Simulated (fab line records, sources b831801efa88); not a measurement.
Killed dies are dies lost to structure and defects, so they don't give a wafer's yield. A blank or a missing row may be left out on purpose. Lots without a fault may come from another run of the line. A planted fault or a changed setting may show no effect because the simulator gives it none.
Chamber matching | flow gf180mcu | GF_PASSIVATION_CVD_00 on pecvd-03: 3 sister chambers
The step deposits SiO2 from TEOS, target thk 1000 nm, time 111.95 s. 6 wafers are shown with their chamber, then 12 later ones without.

WAFERS WITH THEIR CHAMBER
wafer  | chamber | heater_power_w (W)
L087.2 | 0       | 608
L087.3 | 1       | 699
L087.4 | 2       | 598
L089.1 | 0       | 526
L089.2 | 1       | 767
L089.3 | 2       | 647

WAFERS WITHOUT THEIR CHAMBER
wafer  | heater_power_w (W)
L089.4 | 714
L089.5 | 627
L089.6 | 578
L093.1 | 723
L093.3 | 643
L093.5 | 727
L094.2 | 748
L094.5 | 599
L094.6 | 647
L097.3 | 779
L097.5 | 651
L097.6 | 705

WHICH CHAMBER EACH WENT THROUGH
wafer  | from the rows above          | in truth
L089.4 | can't be placed: 1 or 2      | 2
L089.5 | can't be placed: 2 or 0      | 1
L089.6 | can't be placed: 0 or 2      | 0
L093.1 | can't be placed: 1 or 2      | 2
L093.3 | can't be placed: 2 or 0 or 1 | 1
L093.5 | 1                            | 1
L094.2 | 1                            | 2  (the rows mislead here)
L094.5 | can't be placed: 2 or 0      | 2
L094.6 | can't be placed: 2 or 0 or 1 | 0
L097.3 | 1                            | 1
L097.5 | can't be placed: 2 or 1 or 0 | 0
L097.6 | can't be placed: 1 or 2      | 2
Placed correctly: 2 of 12. Can't be placed from these rows: 9 (the true chamber is among the candidates in 8). Placed wrongly: 1.
How it was worked out, from the rows above alone: a wafer's distance from a chamber is the root of the sum, over the readings, of the square of ((its reading less the chamber's mean) divided by the reading's scatter). The wafer belongs to the nearest chamber; if the next one is less than 2 further off, it can't be placed. A chamber's mean is the mean of its shown wafers. The scatter: the root of (the sum of the squares of (reading less its chamber's mean) over the shown wafers, divided by (wafers less chambers)).
